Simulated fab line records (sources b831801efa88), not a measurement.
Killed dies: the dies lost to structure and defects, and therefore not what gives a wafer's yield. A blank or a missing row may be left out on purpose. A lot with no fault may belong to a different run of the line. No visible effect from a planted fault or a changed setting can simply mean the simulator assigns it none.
Comparing a struck lot with a sound one	flow sfq_line	14 steps out of a route of 325
Sound: these wafers, L599.1, L599.2, L599.4. Struck: wafer L587.3 (left out: L587.4, L587.5 of the same lot, which were not struck); the cause appears at the end.
Order at every step that has rows: each side's tool, ch and its chambers, its first start. Under that, the readings that differ: sound wafers	struck wafers	difference of the means	sigmas: that difference in standard deviations of wafers without a fault.
alike: readings with means less than 2 such deviations apart, plus words and numbers identical on both sides. not compared: withheld readings, readings lacking a value on some wafer, bounds such as >300 that could conceal the same value, and numbers that have no deviation in the record and whose values overlap.
The two part at a step that has a row with sigmas, a row that says differs or no value, or rows on one side only. Numbers that don't overlap but have no deviation are shown without sigmas and don't part them. Lack of a reading on every wafer of one side parts them only where that side has two or more wafers.

first, 2 steps without rows for these wafers: SFQ_TRILAYER_C5_STRIP_SOLV_CLEAN_156 (cleans in NMP, time 600 s); SFQ_TRILAYER_M6_DEP_PRE_CLEAN_158 (time 22.5 s).
SFQ_TRILAYER_M6_DEP_SPUTTER_157: material Nb, target thk 200 nm, time 133.3 s.
  sound: pvd_sputter-04 at day 79 10:24; struck: pvd_sputter-03 at day 71 17:45
  alike: chamber_pressure_pa, throttle_valve_pct
SFQ_M6_RS_MEAS_938: measures by four-point-probe.
  sound: film_metro-04 at day 79 10:29; struck: film_metro-01 at day 71 17:53
  alike: M6_NB_RS
then, 6 steps without rows for these wafers: SFQ_TRILAYER_M6_LITHO_COAT_164 (resist thk 62 nm); SFQ_TRILAYER_M6_LITHO_COAT_159 (resist thk 600 nm); SFQ_TRILAYER_M6_LITHO_SOFTBAKE_163; SFQ_TRILAYER_M6_LITHO_EXPOSE_160 (exposes mask M6, target cd 500 nm); SFQ_TRILAYER_M6_LITHO_PEB_162 (peb time 60 s); SFQ_TRILAYER_M6_LITHO_DEVELOP_161 (time 60 s).
-- the record jumps here: 5 days lie between the struck wafers' starts before and after --
SFQ_M6_OVL_MEAS_940:
  sound: overlay-02 at day 79 15:08; struck: overlay-01 at day 76 19:52
  alike: M6_OVL
SFQ_TRILAYER_M6_BARC_OPEN_METAL_ETCH_206: etches BARC in O2, target depth 125 nm, time 41.7 s.
  sound on rie_metal-04 ch 0,1, day 79 15:11; struck on rie_metal-02 ch 0, day 76 19:55
reading	sound	struck	difference	sigmas
oes_product_au (a.u.)	0.680 0.686 0.697	0.771	+0.083	+19
run_length_s (s)	69.6 69.8 69.7	64.5	-5.2	-13
model.KrF_of_TRILAYER_M6_LITHO_COAT_159.thk_nm (nm)	520.9 522.2 519.8	530.4	+9.4	
  alike: drypump_motor_current_A
  not compared: bias_w, rf_hours_counter_h
SFQ_TRILAYER_M6_ETCH_METAL_ETCH_162: etches Nb in Cl2/Ar, stops on SiO2, target depth 240 nm, time 120 s.
  sound on rie_metal-04 ch 0,1, day 79 15:14; struck on rie_metal-02 ch 0, day 76 20:00
reading	sound	struck	difference	sigmas
bias_w (W)	79.77 80.06 80.09	79.39	-0.58	-2
model.KrF_of_TRILAYER_M6_LITHO_COAT_159.thk_nm (nm)	377.1 380.7 377.5	388.2	+9.8	
  alike: drypump_motor_current_A, oes_product_au, run_length_s
  not compared: rf_hours_counter_h
SFQ_TRILAYER_M6_STRIP_STRIP_163: strips in O2.
  sound on rie_metal-04 ch 0,1, day 79 15:22; struck on rie_metal-02 ch 0, day 76 20:17
  alike: drypump_motor_current_A, oes_product_au
  not compared: rf_hours_counter_h

WHERE THEY PART
First at SFQ_TRILAYER_M6_BARC_OPEN_METAL_ETCH_206; last, within this record, at SFQ_TRILAYER_M6_ETCH_METAL_ETCH_162. Later steps at which nothing parts them and some readings are alike: SFQ_TRILAYER_M6_STRIP_STRIP_163.

WHY: what the simulator had put in
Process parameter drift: rie_metal-02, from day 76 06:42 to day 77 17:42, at SFQ_TRILAYER_M6_BARC_OPEN_METAL_ETCH_206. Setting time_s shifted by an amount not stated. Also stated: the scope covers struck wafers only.
